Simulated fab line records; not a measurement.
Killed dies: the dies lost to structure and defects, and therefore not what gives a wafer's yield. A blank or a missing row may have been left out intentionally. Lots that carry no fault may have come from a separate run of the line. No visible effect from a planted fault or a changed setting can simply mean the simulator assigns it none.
What tool caused it? || flow gf180mcu || 13 lots, 39 wafers sampled, at 3 steps of a route of 602

== WHAT EACH GAUGE READ, for each wafer ==
GF_V5_OVL_MEAS_15.
{"lot": "L492", "measured": "day 27 10:53", "on": "overlay-01", "V5_OVL (nm)": "3 1 1"}
{"lot": "L495", "measured": "day 28 07:06", "on": "overlay-02", "V5_OVL (nm)": "1 15 5"}
{"lot": "L497", "measured": "day 28 23:27", "on": "overlay-02", "V5_OVL (nm)": "-5 2 0"}
{"lot": "L496", "measured": "day 29 01:23", "on": "overlay-02", "V5_OVL (nm)": "-5 0 0"}
{"lot": "L500", "measured": "day 29 22:42", "on": "overlay-01", "V5_OVL (nm)": "-8 -5 3"}
{"lot": "L501", "measured": "day 30 08:41", "on": "overlay-02", "V5_OVL (nm)": "0 6 -1"}
{"lot": "L502", "measured": "day 30 14:34", "on": "overlay-01", "V5_OVL (nm)": "9 2 6"}
{"lot": "L504", "measured": "day 30 22:35", "on": "overlay-01", "V5_OVL (nm)": "2 -3 2"}
{"lot": "L505", "measured": "day 31 12:45", "on": "overlay-02", "V5_OVL (nm)": "-1 3 0"}
{"lot": "L507", "measured": "day 31 23:05", "on": "overlay-02", "V5_OVL (nm)": "4 -2 -6"}
{"lot": "L508", "measured": "day 32 01:10", "on": "overlay-02", "V5_OVL (nm)": "3 6 5"}
{"lot": "L512", "measured": "day 33 05:15", "on": "overlay-02", "V5_OVL (nm)": "-2 4 -4"}
{"lot": "L513", "measured": "day 33 05:35", "on": "overlay-02", "V5_OVL (nm)": "-1 -2 1"}

GF_TOP_METAL_RS_MEAS_05: uses a four-point probe to measure.
{"lot": "L492", "measured": "day 27 12:33", "on": "film metro-04", "TOP_METAL_ALCU_RS (ohm/sq)": "0.0324 0.0327 0.0325"}
{"lot": "L495", "measured": "day 28 08:44", "on": "film metro-01", "TOP_METAL_ALCU_RS (ohm/sq)": "0.0325 0.0322 0.0314"}
{"lot": "L497", "measured": "day 29 01:09", "on": "film metro-02", "TOP_METAL_ALCU_RS (ohm/sq)": "0.0325 0.0328 0.0331"}
{"lot": "L496", "measured": "day 29 03:02", "on": "film metro-01", "TOP_METAL_ALCU_RS (ohm/sq)": "0.0322 0.0326 0.0325"}
{"lot": "L500", "measured": "day 30 00:20", "on": "film metro-01", "TOP_METAL_ALCU_RS (ohm/sq)": "0.0328 0.0324 0.0322"}
{"lot": "L501", "measured": "day 30 10:19", "on": "film metro-02", "TOP_METAL_ALCU_RS (ohm/sq)": "0.0329 0.0325 0.0323"}
{"lot": "L502", "measured": "day 30 16:22", "on": "film metro-01", "TOP_METAL_ALCU_RS (ohm/sq)": "0.0331 0.0325 0.0332"}
{"lot": "L504", "measured": "day 31 00:14", "on": "film metro-04", "TOP_METAL_ALCU_RS (ohm/sq)": "0.0330 0.0330 0.0327"}
{"lot": "L505", "measured": "day 31 14:23", "on": "film metro-01", "TOP_METAL_ALCU_RS (ohm/sq)": "0.0321 0.0327 0.0321"}
{"lot": "L507", "measured": "day 32 00:44", "on": "film metro-04", "TOP_METAL_ALCU_RS (ohm/sq)": "0.0321 0.0329 0.0330"}
{"lot": "L508", "measured": "day 32 02:50", "on": "film metro-04", "TOP_METAL_ALCU_RS (ohm/sq)": "0.0331 0.0330 0.0330"}
{"lot": "L512", "measured": "day 33 06:53", "on": "film metro-02", "TOP_METAL_ALCU_RS (ohm/sq)": "0.0333 0.0333 0.0328"}
{"lot": "L513", "measured": "day 33 07:31", "on": "film metro-02", "TOP_METAL_ALCU_RS (ohm/sq)": "0.0331 0.0327 0.0330"}

== WHAT TOOL EACH LOT RAN ON (gives the tool, then ch and the chambers of the sampled wafers, and finally the start) ==
{"lot": "L492", "GF_V5_CVD_23": "cvd w-01 ch 0,1, day 27 11:44"}
{"lot": "L495", "GF_V5_CVD_23": "cvd w-02 ch 0,1, day 28 07:55"}
{"lot": "L497", "GF_V5_CVD_23": "cvd w-01 ch 0,1, day 29 00:19"}
{"lot": "L496", "GF_V5_CVD_23": "cvd w-02 ch 0,1, day 29 02:14"}
{"lot": "L500", "GF_V5_CVD_23": "cvd w-01 ch 0,1, day 29 23:31"}
{"lot": "L501", "GF_V5_CVD_23": "cvd w-02 ch 0,1, day 30 09:30"}
{"lot": "L502", "GF_V5_CVD_23": "cvd w-01 ch 0,1, day 30 15:32"}
{"lot": "L504", "GF_V5_CVD_23": "cvd w-02 ch 0,1, day 30 23:26"}
{"lot": "L505", "GF_V5_CVD_23": "cvd w-01 ch 0,1, day 31 13:34"}
{"lot": "L507", "GF_V5_CVD_23": "cvd w-01 ch 0,1, day 31 23:55"}
{"lot": "L508", "GF_V5_CVD_23": "cvd w-02 ch 0,1, day 32 02:00"}
{"lot": "L512", "GF_V5_CVD_23": "cvd w-02 ch 0,1, day 33 06:04"}
{"lot": "L513", "GF_V5_CVD_23": "cvd w-01 ch 0,1, day 33 06:28"}
- GF_V5_CVD_23: deposits W, target thk 350 nm, time 104.9 s.

== WHAT THE TOOLS THEMSELVES READ (means of the sampled wafers that have a number; where no wafer has one, the mark that the record gives instead) ==
GF_V5_CVD_23.
{"lot": "L492", "tool": "cvd w-01", "heater power w (W)": 890}
{"lot": "L495", "tool": "cvd w-02", "heater power w (W)": 891}
{"lot": "L497", "tool": "cvd w-01", "heater power w (W)": 896}
{"lot": "L496", "tool": "cvd w-02", "heater power w (W)": 904}
{"lot": "L500", "tool": "cvd w-01", "heater power w (W)": 909}
{"lot": "L501", "tool": "cvd w-02", "heater power w (W)": 837}
{"lot": "L502", "tool": "cvd w-01", "heater power w (W)": 904}
{"lot": "L504", "tool": "cvd w-02", "heater power w (W)": 839}
{"lot": "L505", "tool": "cvd w-01", "heater power w (W)": 907}
{"lot": "L507", "tool": "cvd w-01", "heater power w (W)": 938}
{"lot": "L508", "tool": "cvd w-02", "heater power w (W)": 898}
{"lot": "L512", "tool": "cvd w-02", "heater power w (W)": 901}
{"lot": "L513", "tool": "cvd w-01", "heater power w (W)": 950}

== THE ANSWER, worked out from the rows above alone ==
Rule: the usual values come from the lots themselves. Put in order of their means at a reading, lots are off if they are a third of the lots or fewer, leave a main group of 4 or more, and stand apart from it by a gap of 3 or more times the standard deviation of the main group's means; of several such gaps the widest counts. A main group is skipped when, at the precision printed for the reading in the tables above, its means are all equal. Also off: a lot with no number at a reading for which 4 or more lots have one. Any other lot the step has rows for is counted as sound. Order of review: gauges by route order, followed by the tools' own readings, for which a lot's mean as printed above is used. At the first step where some lot is off, the reading lying furthest off is the one used; lots without a number count as furthest.
No lot is off on any of the readings shown, so nothing can be concluded from this.

== WHAT HAD BEEN PUT IN BY THE SIMULATOR ==
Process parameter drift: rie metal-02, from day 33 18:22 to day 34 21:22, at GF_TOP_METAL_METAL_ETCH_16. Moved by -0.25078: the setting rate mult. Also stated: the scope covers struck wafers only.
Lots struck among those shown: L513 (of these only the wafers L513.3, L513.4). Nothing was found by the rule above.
